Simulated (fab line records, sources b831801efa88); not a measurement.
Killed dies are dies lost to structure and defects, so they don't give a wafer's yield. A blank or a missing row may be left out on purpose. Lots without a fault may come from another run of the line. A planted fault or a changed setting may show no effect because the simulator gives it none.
Which tool did it? | flow gf180mcu | 13 lots, 37 wafers sampled, at 2 steps of a route of 602

WHAT THE GAUGES READ, wafer by wafer
GF_TOP_METAL_THK_MEAS_06: measures by xrf.
lot  | measured     | on            | TOP_METAL_ALCU_THK (nm)
L800 | day 27 06:04 | film_metro-04 | 883 878 877
L801 | day 27 11:01 | film_metro-04 | 885 874 879
L805 | day 29 00:23 | film_metro-01 | 886 885 895
L806 | day 29 08:02 | film_metro-04 | 876 884 889
L807 | day 29 14:04 | film_metro-03 | 897 893 888
L808 | day 29 22:32 | film_metro-01 | 881 893 886
L809 | day 30 01:02 | film_metro-01 | 893 884 888
L810 | day 30 17:10 | film_metro-01 | 893 896 893
L814 | day 31 08:02 | film_metro-01 | 887 872 876
L815 | day 31 20:11 | film_metro-03 | 873 870 868
L817 | day 32 00:44 | film_metro-01 | 884
L821 | day 33 06:59 | film_metro-03 | 877 889 885
L822 | day 33 12:23 | film_metro-01 | 881 876 874

WHICH TOOL RAN EACH LOT (tool, then ch and the chambers of the sampled wafers, then the start)
lot  | GF_TOP_METAL_SPUTTER_00
L800 | pvd_sputter-02, day 27 05:43
L801 | pvd_sputter-02, day 27 10:40
L805 | pvd_sputter-01, day 29 00:02
L806 | pvd_sputter-02, day 29 07:41
L807 | pvd_sputter-02, day 29 13:43
L808 | pvd_sputter-01, day 29 22:12
L809 | pvd_sputter-02, day 30 00:41
L810 | pvd_sputter-02, day 30 16:48
L814 | pvd_sputter-02, day 31 07:42
L815 | pvd_sputter-04, day 31 19:50
L817 | pvd_sputter-04, day 32 00:23
L821 | pvd_sputter-02, day 33 06:37
L822 | pvd_sputter-02, day 33 12:03
- GF_TOP_METAL_SPUTTER_00: material Ti, target thk 37.5 nm, time 150 s.

WHAT THE TOOLS THEMSELVES READ (means of the sampled wafers that have a number; where no wafer has one, the mark that the record gives instead)
GF_TOP_METAL_SPUTTER_00.
lot  | tool           | throttle_valve_pct (%)
L800 | pvd_sputter-02 | 29.1
L801 | pvd_sputter-02 | 29.1
L805 | pvd_sputter-01 | 29.8
L806 | pvd_sputter-02 | 29.2
L807 | pvd_sputter-02 | 29.3
L808 | pvd_sputter-01 | 29.9
L809 | pvd_sputter-02 | 29.7
L810 | pvd_sputter-02 | 29.7
L814 | pvd_sputter-02 | 30.2
L815 | pvd_sputter-04 | 29.5
L817 | pvd_sputter-04 | 29.7
L821 | pvd_sputter-02 | 29.7
L822 | pvd_sputter-02 | 29.7

THE ANSWER, worked out from the rows above alone
Rule: what is usual is taken from the lots themselves. Put in order of their means at a reading, lots are off if they are a third of the lots or fewer, leave a main group of 4 or more, and stand apart from it by a gap of 3 or more times the standard deviation of the main group's means; of several such gaps the widest counts. A main group whose means are all the same, to the digits that the tables above print for the reading, isn't used. A lot without any number at a reading at which 4 lots or more have one is off too. The other lots that the step has rows for count as sound. The gauges are gone through in route order, then the tools' own readings, and for those a lot's mean is taken as printed above. The first step at which some lot is off is used, and at that step the reading that is off furthest; a lot without a number counts as furthest.
No lot is off at any reading shown: from this, nothing can be told.

WHAT THE SIMULATOR HAD PUT IN
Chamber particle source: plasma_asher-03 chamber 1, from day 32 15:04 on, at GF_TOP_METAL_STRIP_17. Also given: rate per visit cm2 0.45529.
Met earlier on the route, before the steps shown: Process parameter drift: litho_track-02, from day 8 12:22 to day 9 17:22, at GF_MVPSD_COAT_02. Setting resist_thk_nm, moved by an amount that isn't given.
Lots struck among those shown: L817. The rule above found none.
